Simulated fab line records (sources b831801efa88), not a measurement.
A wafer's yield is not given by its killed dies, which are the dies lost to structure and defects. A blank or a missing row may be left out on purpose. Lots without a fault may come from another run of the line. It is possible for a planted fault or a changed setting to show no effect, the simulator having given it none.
Which tool did it? -- flow gf180mcu -- Sampling: 14 lots, 39 wafers, 5 of 602 route steps

## WHAT THE GAUGES SHOWED, per wafer
GF_VT_IMPLANT_TW_MEAS_32.
lot,measured,on,VT_IMPLANT_3_TW
L334,day 6 23:21,film metro-01,270.8 271.5 272.3
L336,day 7 09:22,film metro-01,271.0 270.4 271.4
L337,day 7 18:36,film metro-01,271.2 271.7 270.6
L338,day 8 04:01,film metro-04,271.9 271.7 270.8
L339,day 8 08:05,film metro-02,267.0 268.5 269.1
L340,day 8 14:58,film metro-04,272.9 272.5 272.3
L341,day 8 22:02,film metro-02,269.4 268.3 270.4
L342,day 9 03:59,film metro-02,269.9 270.0 270.4
L343,day 9 11:31,film metro-02,270.2 269.7 269.3
L345,day 9 23:52,film metro-01,271.2 270.4 270.6
L349,day 11 00:59,film metro-01,269.6 30.6 269.8 30.4
L352,day 11 19:19,film metro-01,269.8 30.5 269.9 30.5
L353,day 12 02:39,film metro-02,30.4 30.3 30.2 30.4
L356,day 13 01:39,film metro-01,272.2 270.8 270.1

GF_V2_CD_MEAS_14: target cd 260 nm.
lot,measured,on,cd nm (nm)
L334,day 20 06:37,cd sem-02,260.4 260.6 260.1
L336,day 21 02:52,cd sem-02,259.8 260.6 262.3
L337,day 21 07:17,cd sem-02,262.2 261.9 262.1
L338,day 22 06:10,cd sem-01,258.9 259.4 259.7
L339,day 22 07:05,cd sem-02,260.1 260.9 260.1
L340,day 22 21:10,cd sem-02,260.3 260.0 260.3
L341,day 23 20:15,cd sem-02,259.0 258.9 259.5
L342,day 23 19:54,cd sem-01,262.7 262.0 261.7
L343,day 24 16:28,cd sem-01,257.6 258.6 259.5
L345,day 24 23:59,cd sem-01,262.8 262.9 261.2
L349,day 25 21:10,cd sem-02,261.1
L352,day 26 15:46,cd sem-02,259.1
L356,day 27 22:38,cd sem-02,261.0 261.9 262.6

## WHAT TOOL EACH LOT RAN ON (gives the tool, then ch and the chambers of the sampled wafers, and finally the start)
lot,GF_VT_IMPLANT_DEVELOP_28,GF_HV_LDD_STRIP_10,GF_CONTACT_CVD_02
L334,"litho track-04 ch 0, day 6 22:55","plasma asher-01 ch 0,1, day 10 00:54","pecvd-03 ch 0,1,2, day 15 02:00"
L336,"litho track-04 ch 0, day 7 08:57","plasma asher-01 ch 0,1, day 10 16:22","pecvd-02 ch 1,2, day 15 21:37"
L337,"litho track-01 ch 0, day 7 18:10","plasma asher-03 ch 0,1, day 10 23:21","pecvd-02 ch 0,1, day 16 02:38"
L338,"litho track-01 ch 0, day 8 03:35","plasma asher-03 ch 0,1, day 11 14:47","pecvd-04 ch 0,1,2, day 16 23:40"
L339,"litho track-03 ch 0, day 8 07:38","plasma asher-01 ch 0,1, day 11 15:22","pecvd-02 ch 0,1,2, day 17 01:20"
L340,"litho track-01 ch 0, day 8 14:34","plasma asher-03 ch 0,1, day 12 03:49","pecvd-03 ch 1,2, day 17 14:38"
L341,"litho track-03 ch 0, day 8 21:35","plasma asher-01 ch 1, day 12 20:24","pecvd-02 ch 0,1,2, day 18 15:03"
L342,"litho track-04 ch 0, day 9 03:33","plasma asher-04 ch 0,1, day 12 20:29","pecvd-04 ch 0,1,2, day 18 14:28"
L343,"litho track-01 ch 0, day 9 11:05","plasma asher-01 ch 0,1, day 13 14:29","pecvd-03 ch 0,2, day 19 12:36"
L345,"litho track-03 ch 0, day 9 23:28","plasma asher-04 ch 0,1, day 13 21:56","pecvd-04 ch 0,1,2, day 19 20:47"
L349,"litho track-03 ch 0, day 11 00:32","plasma asher-03 ch 1, day 14 19:11","pecvd-02 ch 0, day 20 21:28"
L352,"litho track-03 ch 0, day 11 18:55","plasma asher-03 ch 1, day 15 13:29","pecvd-04 ch 2, day 21 17:27"
L353,"litho track-03 ch 0, day 12 02:14",-,-
L356,"litho track-04 ch 0, day 13 01:15","plasma asher-04 ch 0,1, day 17 01:39","pecvd-02 ch 0,1,2, day 23 06:39"
- GF_VT_IMPLANT_DEVELOP_28: develop time 60 s.
- GF_HV_LDD_STRIP_10: strips in O2/N2.
- GF_CONTACT_CVD_02: deposits SiO2 from TEOS, target thk 860 nm, time 95.992 s.

## AS READ BY THE TOOLS THEMSELVES (means over the sampled wafers that have a number; for cases with no such wafer, the mark the record gives instead)
GF_VT_IMPLANT_DEVELOP_28.
lot,tool,resist line temp C (C)
L334,litho track-04,22.98
L336,litho track-04,22.92
L337,litho track-01,23.00
L338,litho track-01,23.02
L339,litho track-03,23.06
L340,litho track-01,22.96
L341,litho track-03,22.98
L342,litho track-04,23.08
L343,litho track-01,22.99
L345,litho track-03,22.95
L349,litho track-03,23.05
L352,litho track-03,23.05
L353,litho track-03,23.03
L356,litho track-04,23.11

GF_HV_LDD_STRIP_10.
lot,tool,drypump motor current A (A),heater power w (W),n2 flow sccm (sccm),oes product au (a.u.),strip time to endpoint s (s)
L334,plasma asher-01,5.33,299,300.2,0.716,12.67
L336,plasma asher-01,5.34,309,299.6,0.717,12.67
L337,plasma asher-03,5.38,348,300.4,0.713,12.64
L338,plasma asher-03,5.37,349,300.4,0.716,12.62
L339,plasma asher-01,5.33,310,300.3,0.716,12.62
L340,plasma asher-03,5.22,335,299.3,0.718,12.63
L341,plasma asher-01,5.26,323,299.5,0.711,12.61
L342,plasma asher-04,5.62,292,299.8,0.709,12.56
L343,plasma asher-01,5.34,300,299.9,0.714,12.59
L345,plasma asher-04,5.46,304,300.0,0.717,12.62
L349,plasma asher-03,5.54,357,301.5,0.719,12.62
L352,plasma asher-03,5.53,363,299.0,0.714,12.61
L356,plasma asher-04,5.63,285,299.7,0.718,12.60

GF_CONTACT_CVD_02.
lot,tool,heater power w (W),rf fwd power W (W)
L334,pecvd-03,717,599.0
L336,pecvd-02,803,594.2
L337,pecvd-02,726,597.1
L338,pecvd-04,654,597.3
L339,pecvd-02,709,595.6
L340,pecvd-03,658,597.0
L341,pecvd-02,726,595.9
L342,pecvd-04,608,596.7
L343,pecvd-03,670,596.6
L345,pecvd-04,709,597.1
L349,pecvd-02,629,600.9
L352,pecvd-04,668,601.1
L356,pecvd-02,687,596.1

## THE ANSWER, worked out from the rows above alone
Rule: the lots themselves supply what counts as usual. The widest of any qualifying gaps counts: lots, ordered by their means at a reading, are off when they make up no more than a third of the lots, leave a main group of 4 or more, and stand apart from it by 3 or more times the standard deviation of that group's means. The tables above print the reading to a certain number of digits; a main group whose means all agree to those digits is not used. Also off: a lot with no number at a reading for which 4 or more lots have one. All remaining lots with rows at the step are treated as sound. After the gauges, taken in route order, come the tools' own readings; for these a lot's mean is taken, as printed above. At the first step where some lot is off, the reading lying furthest off is the one used; lots without a number count as furthest.
Off: at GF_VT_IMPLANT_TW_MEAS_32 (VT_IMPLANT_3_TW), L349, L352, L353. For the main group the mean is 270.6 and the standard deviation 1.1.
If a tool, at a process step before that reading, ran all the lots that are off and no sound lot after the first of them, it fits. The gauges at GF_VT_IMPLANT_TW_MEAS_32 are tried like those tools. One fits: GF_VT_IMPLANT_DEVELOP_28 on litho track-03. Its last sound lot is L345 (day 9 23:28), its first lot that is off L349 (day 11 00:32): a fault that began between those two fits.

## WHAT THE SIMULATOR HAD PUT IN
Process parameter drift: litho track-03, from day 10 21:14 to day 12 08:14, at GF_VT_IMPLANT_DEVELOP_28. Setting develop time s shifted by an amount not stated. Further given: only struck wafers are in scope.
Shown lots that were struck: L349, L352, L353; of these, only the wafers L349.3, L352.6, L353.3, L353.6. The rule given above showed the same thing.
